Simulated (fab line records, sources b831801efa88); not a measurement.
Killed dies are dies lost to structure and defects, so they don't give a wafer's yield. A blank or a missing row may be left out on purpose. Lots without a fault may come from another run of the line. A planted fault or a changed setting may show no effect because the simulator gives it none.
Which tool did it? | flow gf180mcu | 6 lots, 17 wafers sampled, at 2 steps of a route of 602

WHAT THE GAUGES READ, wafer by wafer
GF_M4_CD_MEAS_14: target cd 280 nm.
lot  | measured     | on        | cd_nm (nm)
L109 | day 24 21:04 | cd_sem-02 | 278.7 278.8 278.1
L115 | day 26 19:26 | cd_sem-02 | 281.6 282.9 281.7
L118 | day 27 16:38 | cd_sem-02 | 279.6 279.3
L127 | day 30 08:53 | cd_sem-02 | 280.2 279.4 280.2
L128 | day 30 09:29 | cd_sem-01 | 278.2 278.8 279.6
L129 | day 30 11:17 | cd_sem-01 | 280.0 280.3 280.5

WHICH TOOL RAN EACH LOT (tool, then ch and the chambers of the sampled wafers, then the start)
lot  | GF_V3_CMP_26
L109 | cmp-01 ch 0,1,2, day 23 13:06
L115 | cmp-02 ch 1,2,3, day 25 21:54
L118 | cmp-02 ch 2,3, day 26 19:06
L127 | cmp-01 ch 1,2,3, day 29 14:11
L128 | cmp-01 ch 0,3, day 29 14:32
L129 | cmp-02 ch 1,2, day 29 15:37
- GF_V3_CMP_26: polishes, stops on SiO2, t overpolish 15 s, target thk 0 nm.

THE ANSWER, worked out from the rows above alone
Rule: what is usual is taken from the lots themselves. Put in order of their means at a reading, lots are off if they are a third of the lots or fewer, leave a main group of 4 or more, and stand apart from it by a gap of 3 or more times the standard deviation of the main group's means; of several such gaps the widest counts. A main group whose means are all the same, to the digits that the tables above print for the reading, isn't used. A lot without any number at a reading at which 4 lots or more have one is off too. The other lots that the step has rows for count as sound.
No lot is off at any reading shown: from this, nothing can be told.

WHAT THE SIMULATOR HAD PUT IN
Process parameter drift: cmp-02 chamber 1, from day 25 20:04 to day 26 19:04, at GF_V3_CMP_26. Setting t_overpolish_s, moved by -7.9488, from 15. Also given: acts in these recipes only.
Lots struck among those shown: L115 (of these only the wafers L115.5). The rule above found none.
